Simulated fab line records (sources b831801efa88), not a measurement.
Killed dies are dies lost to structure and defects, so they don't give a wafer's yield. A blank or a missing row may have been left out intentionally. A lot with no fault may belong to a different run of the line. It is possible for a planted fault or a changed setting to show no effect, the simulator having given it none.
Problem report in the 8D (eight disciplines) form, filled by code	flow gf180mcu	the parts of the form that need people (team, actions taken, sign-off) are left out

1. THE ISSUE
Mean of doseIonsCm2 at GF_HV_LDD_IMPLANT_36: 6.786e+12 across 6 wafers in 2 lots; on wafers with no fault it is 7.501e+12 (standard deviation 8.4e+09). That is -85 standard deviations from the usual mean.
The first sign was on wafer L964.1 at day 13 14:15, on implanter-04. The record holds 18 wafers of 6 lots with a number at this step. The rule behind "out" and "out of limits": a value lying over 4 standard deviations away from the usual mean. The rest of the wafers with a number are treated as sound.

2. WHAT IT IS, AND WHAT IT ISN'T
question	is	is not
which readings at this step	doseIonsCm2, faradayCurrentUA	beamOnS
which lots	L964, L965	L976, L977, L978, L981
which wafers of those lots	all that have a number	-
read on which tools	implanter-04	implanter-02, implanter-03
when	from day 13 14:15	up to then (0 sound wafers); but 12 sound wafers of L976, L977, L978, L981 came after

3. THE SUSPECTS, EACH WITH WHAT RULES IT OUT
Counting: a tool at a process step up to the reading stays a suspect if it ran every lot that is out and no sound lot after the first of them.
- implanter-04 at GF_HV_LDD_IMPLANT_36: ruled out as a lasting fault. Sound lots L978, L981 ran on it after its first lot that is out, L964 (day 13 14:15).
Left after counting: nothing in the record.

4. THE CAUSE (what the simulator had put in)
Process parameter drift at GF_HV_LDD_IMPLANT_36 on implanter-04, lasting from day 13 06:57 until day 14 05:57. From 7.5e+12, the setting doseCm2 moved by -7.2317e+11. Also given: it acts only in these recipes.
Counting ruled it out, wrongly.

5. THE CHAIN OF EFFECTS, in route order
Each row: a reading whose mean over the struck wafers that have a number lies more than 3 standard deviations from the usual. Readings are gone through only where the record gives a usual standard deviation; hours: the median, over the lots, of the time from a lot's start at the first step in this table giving one to that lot's start at this step; sigmas: the change measured in usual standard deviations.
hours	step	reading	usual	on struck wafers	change	sigmas
0	GF_HV_LDD_IMPLANT_36	doseIonsCm2	7.501e+12	6.786e+12	-7.145e+11	-85
0	GF_HV_LDD_IMPLANT_36	faradayCurrentUA	42.2	37.8	-4.4	-5.0
Its process steps:
- GF_HV_LDD_IMPLANT_36

6. HOW IT WOULD HAVE BEEN CAUGHT EARLIER
In this record no reading fell out of limits until day 13 14:15, 7 hours after the fault had begun at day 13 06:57.
